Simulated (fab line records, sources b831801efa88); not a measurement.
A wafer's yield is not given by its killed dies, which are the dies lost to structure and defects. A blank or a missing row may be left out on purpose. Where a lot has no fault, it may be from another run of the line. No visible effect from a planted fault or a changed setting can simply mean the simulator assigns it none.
Problem report in the 8D (eight disciplines) form, filled by code || flow sky130 || the parts of the form that need people (team, actions taken, sign-off) are left out

## 1. WHAT WENT WRONG
Across 9 wafers from 3 lots, SD_N_TW at SKY_SD_N_TW_MEAS_12 averages 3660, while fault-free wafers read 3969 with a standard deviation of 61. Relative to the usual mean, that is a shift of -5.1 standard deviations.
Earliest sighting: wafer L119.1 on film-metro-03 at day 32 02:06. At this step, 33 wafers from 11 lots have a number in the record. By rule, "out" or "out of limits" means more than 4 standard deviations away from the usual mean. The other wafers with a number count as sound.

## 2. WHAT IT IS; WHAT IT IS NOT
{"question": "which readings at this step", "is": "SD_N_TW", "is not": "-"}
{"question": "which lots", "is": "L119, L121, L122", "is not": "L108, L110, L112, L117, L118, L125, L128, L129"}
{"question": "which wafers of those lots", "is": "all that have a number", "is not": "-"}
{"question": "read on which gauges", "is": "film-metro-03", "is not": "film-metro-01, film-metro-04"}
{"question": "when", "is": "from day 32 02:06", "is not": "up to then (15 sound wafers); but 9 sound wafers of L125, L128, L129 came after"}

## 3. SUSPECTS, AND WHAT RULES EACH OUT
Counting: a tool stays on the suspect list if, at a process step up to the reading, it processed all lots that are out and no sound lot following the first of them.
- the gauge at SKY_SD_N_TW_MEAS_12 has been ruled out. All the wafers that are out were read on film-metro-03, but those of them that SKY_SD_N_IMPLANT_09 has rows for are out there too, on other tools.
- implanter-03 at SKY_SD_N_IMPLANT_09: kept. It processed each lot that is out, first L119 at day 32 01:42, and no sound lot thereafter; up to then, the last sound lot it processed was L118 at day 32 00:09. Its own beam-on-s, dose-ions-cm2, faraday-current-uA readings are out on those wafers.
Left after counting: implanter-03 at SKY_SD_N_IMPLANT_09.

## 4. THE CAUSE (what the simulator had put in)
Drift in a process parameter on implanter-03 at SKY_SD_N_IMPLANT_09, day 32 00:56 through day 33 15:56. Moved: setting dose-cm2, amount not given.
After counting, this tool was the only one left.

## 5. THE EFFECT CHAIN, in route order
One row per reading whose mean, taken over the struck wafers that have a number, lies over 3 standard deviations from the usual. Only readings for which the record gives a usual standard deviation are gone through. hours: the time from each lot's start at the first step in this table that gives one to its start at this step, as a median over the lots. sigmas: the change in usual standard deviations.
{"hours": 0, "step": "SKY_SD_N_IMPLANT_09", "reading": "beam-on-s", "usual": "18.6 s", "on struck wafers": 10.0, "change": -8.6, "sigmas": -13}
{"hours": 0, "step": "SKY_SD_N_IMPLANT_09", "reading": "dose-ions-cm2", "usual": 4.001e+15, "on struck wafers": 1.095e+15, "change": -2.906e+15, "sigmas": "-99 or more"}
{"hours": 0, "step": "SKY_SD_N_IMPLANT_09", "reading": "end-station-pressure-torr", "usual": "1.29e-05 Torr", "on struck wafers": 9.99e-06, "change": -2.91e-06, "sigmas": -4.0}
{"hours": 0, "step": "SKY_SD_N_IMPLANT_09", "reading": "faraday-current-uA", "usual": 11769, "on struck wafers": 6055, "change": -5714, "sigmas": -15}
{"hours": 0, "step": "SKY_SD_N_STRIP_11", "reading": "oes-product-au", "usual": "0.527 a.u.", "on struck wafers": 0.599, "change": "+0.072", "sigmas": "+17"}
{"hours": 0, "step": "SKY_SD_N_STRIP_11", "reading": "strip-time-to-endpoint-s", "usual": "22.55 s", "on struck wafers": 18.21, "change": -4.34, "sigmas": "-99 or more"}
{"hours": 0, "step": "SKY_SD_N_TW_MEAS_12", "reading": "SD_N_TW", "usual": 3969, "on struck wafers": 3660, "change": -309, "sigmas": -5.1}
{"hours": 1, "step": "SKY_SD_N_RS_MEAS_16", "reading": "SD_N_RS", "usual": "68.56 ohm/sq", "on struck wafers": 102.81, "change": "+34.25", "sigmas": "+99 or more"}
It contains these process steps:
- SKY_SD_N_IMPLANT_09
- SKY_SD_N_STRIP_11: strips in O2/N2.
Later measuring or inspecting steps at which every struck wafer that the step has a row for has a number for every such reading, and none has moved that far: SKY_SD_N_RS_MEAS_17.

## 6. WHAT WOULD HAVE CAUGHT IT SOONER
In this record the first reading out of limits at a measuring or inspecting step was taken at day 32 02:06, 1 hour after the fault began at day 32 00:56.
Tool's own readings at SKY_SD_N_IMPLANT_09, beam-on-s, dose-ions-cm2, faraday-current-uA: out on all struck wafers the step has rows for; an alarm limit on them would have tripped on the first.
Lots out: 3; of these, L121, L122 started SKY_SD_N_IMPLANT_09 on implanter-03 after day 32 02:06. A hold on the tool at that time would have spared those 2.
